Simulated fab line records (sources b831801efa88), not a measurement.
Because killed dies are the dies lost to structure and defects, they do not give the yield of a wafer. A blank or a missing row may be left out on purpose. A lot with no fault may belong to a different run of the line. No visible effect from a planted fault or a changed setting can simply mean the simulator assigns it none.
Struck lot and sound lot, side by side / flow sky130 / 16 out of 708 route steps
Sound: the wafers L774.2, L774.4, L774.6. Struck: wafers L783.3, L783.4, L783.6. At the end, the cause is stated.
At each step with rows: each side's tool, then ch and its chambers, then its first start. Under that, the readings that differ: sound wafers / struck wafers / difference of the means / sigmas: that difference in standard deviations of wafers without a fault.
alike: a reading whose means differ by less than 2 such deviations, as well as words and numbers matching on both sides. not compared: withheld readings; readings where some wafer has no value; bounds like >300 that might hide an equal value; numbers whose values overlap and for which the record gives no deviation.
The two part at a step that has a row with sigmas, a row that says differs or no value, or rows on one side only. Numbers that don't overlap but have no deviation are shown without sigmas and don't part them. A reading missing from all wafers of one side parts the sides only when that side holds two or more wafers.

first, 3 steps without rows for these wafers: SKY_FIELD_ISO_EXPOSE_10 (exposes mask FOM, target cd 150 nm); SKY_FIELD_ISO_PEB_11; SKY_FIELD_ISO_DEVELOP_12 (develop time 60 s).
SKY_FIELD_ISO_CD_MEAS_13: target cd 150 nm.
  sound: cd sem-01 at day 3 05:48; struck: cd sem-02 at day 4 23:09
reading=cd nm (nm); sound=152.0 151.8 151.9; struck=148.3 149.0 147.7; difference=-3.6; sigmas=-2
SKY_FIELD_ISO_ETCH_14: etches BARC in N2/H2, stops on SiO2, time 45.9 s, target depth 60 nm.
  sound on rie diel-03 ch 0,3, day 3 05:54; struck on rie diel-04 ch 1,3, day 4 23:14
reading=drypump motor current A (A); sound=5.5 5.7 5.5; struck=6.6 6.0 6.6; difference=+0.8; sigmas=+2
  alike: h2 flow sccm, oes product au, throttle valve pct
  not compared: rf hours counter h
SKY_FIELD_ISO_ETCH_15: etches the open film in CHF3/O2, stops on Si, target depth 180 nm, time 72 s.
  sound on rie diel-03 ch 0,3, day 3 05:56; struck on rie diel-04 ch 1,3, day 4 23:16
reading=drypump motor current A (A); sound=5.5 5.7 5.5; struck=6.6 5.9 6.5; difference=+0.8; sigmas=+2
  alike: oes product au, throttle valve pct
  not compared: rf hours counter h
SKY_FIELD_ISO_STRIP_16: strips in O2/N2.
  sound on plasma asher-03 ch 0,1, day 3 05:59; struck on plasma asher-02 ch 0,1, day 4 23:22
  alike: drypump motor current A, oes product au, strip time to endpoint s
  not compared: rf hours counter h
SKY_FIELD_ISO_ETCH_17: etches Si in HBr/Cl2/O2, target depth 342 nm, time 97.7 s.
  sound on rie si-02 ch 0,1,2, day 3 06:05; struck on rie si-01 ch 0,3, day 4 23:26
  alike: drypump motor current A, oes product au, throttle valve pct
  not compared: rf hours counter h
then, 4 steps without rows for these wafers: SKY_FIELD_ISO_WET_ETCH_18 (etches Si3N4 in H3PO4, target depth 25 nm, time 286 s); SKY_FIELD_ISO_CLEAN_19 (cleans in SC1/SC2, time 150 s); SKY_FIELD_ISO_CLEAN_20 (cleans in dHF, time 20 s); SKY_FIELD_ISO_WET_ETCH_21 (etches SiO2 in dHF, target depth 20 nm, time 400 s).
SKY_FIELD_ISO_OXIDATION_22: stabilise 600 s, purge 300 s, target thk 10 nm.
  sound on furnace-01 ch 0, day 3 07:03; struck on furnace-01 ch 0, day 4 23:59
reading=spike tc bottom C (C); sound=962 960 961; struck=918 915 915; difference=-45; sigmas=-11
reading=spike tc centre C (C); sound=951.2 950.8 952.0; struck=904.5 904.1 905.4; difference=-46.7; sigmas=-42
reading=spike tc lower C (C); sound=950.1 950.6 949.0; struck=904.8 902.5 903.1; difference=-46.4; sigmas=-42
reading=spike tc top C (C); sound=963.5 964.6 963.2; struck=919.2 919.3 918.2; difference=-44.9; sigmas=-45
reading=spike tc upper C (C); sound=949.6 950.8 950.4; struck=903.4 903.3 903.0; difference=-47.0; sigmas=-53
reading=tube center temp C (C); sound=949.91 950.15 950.08; struck=903.24 903.36 903.4; difference=-46.71; sigmas=-99 or more
reading=tube_center_temp_C_max; sound=952.5 953.0 952.1; struck=905.7 907.0 906.1; difference=-46.3; sigmas=-99 or more
reading=zone power upper pct (%); sound=18.6 18.6 18.8; struck=16.5 16.6 16.7; difference=-2.1; sigmas=-3
reading=model.SiO2_of_FIELD_ISO_OXIDATION_22.thk nm (nm); sound=10.12 9.96 10.06; struck=6.181 6.376 6.248; difference=-3.778; sigmas=
  alike: zone power lower pct
SKY_FIELD_ISO_THK_MEAS_23:
  sound: film metro-02 at day 3 08:14; struck: film metro-04 at day 5 01:11
reading=FIELD_ISO_OXIDATION_01_THK (nm); sound=10.10 9.95 10.07; struck=6.21 6.35 6.29; difference=-3.76; sigmas=-17
then, 1 step without rows for these wafers: SKY_FIELD_ISO_CVD_24 (deposits SiO2, target thk 595 nm, time 99.2 s).
-- a jump in the record: the struck wafers' starts before and after are 44 days apart (it breaks off in module FIELD_ISO and resumes in module PAD_OPEN, where the first step shown is number 708 of the route) --
SKY_PAD_OPEN_PROBE_99:
  sound: prober-01 at day 46 11:58; struck: prober-02 at day 48 19:10
reading=model.etest.diode pdiff fingers.leak log10 a cm2; sound=-6.903 -6.468 -6.608; struck=-6.124 -6.382 -6.017; difference=+0.485; sigmas=
reading=model.etest.sram nfet pass.off log10 a um; sound=-12.9 -12.58 -12.75; struck=-12.37 -12.38 -12.22; difference=+0.42; sigmas=
  alike: killed_at_M0_to_M3, killed_at_M4_up, killed at contacts, killed at front end, killed at other, killed dies, killed open, killed short
  not compared: model.etest.diode ndiff fingers.leak log10 a cm2

== WHERE THEY PART ==
At SKY_FIELD_ISO_CD_MEAS_13 first; at SKY_FIELD_ISO_THK_MEAS_23 last (within this record only). Later steps at which nothing parts them and some readings are alike: SKY_PAD_OPEN_PROBE_99.

WHY: the cause the simulator had injected
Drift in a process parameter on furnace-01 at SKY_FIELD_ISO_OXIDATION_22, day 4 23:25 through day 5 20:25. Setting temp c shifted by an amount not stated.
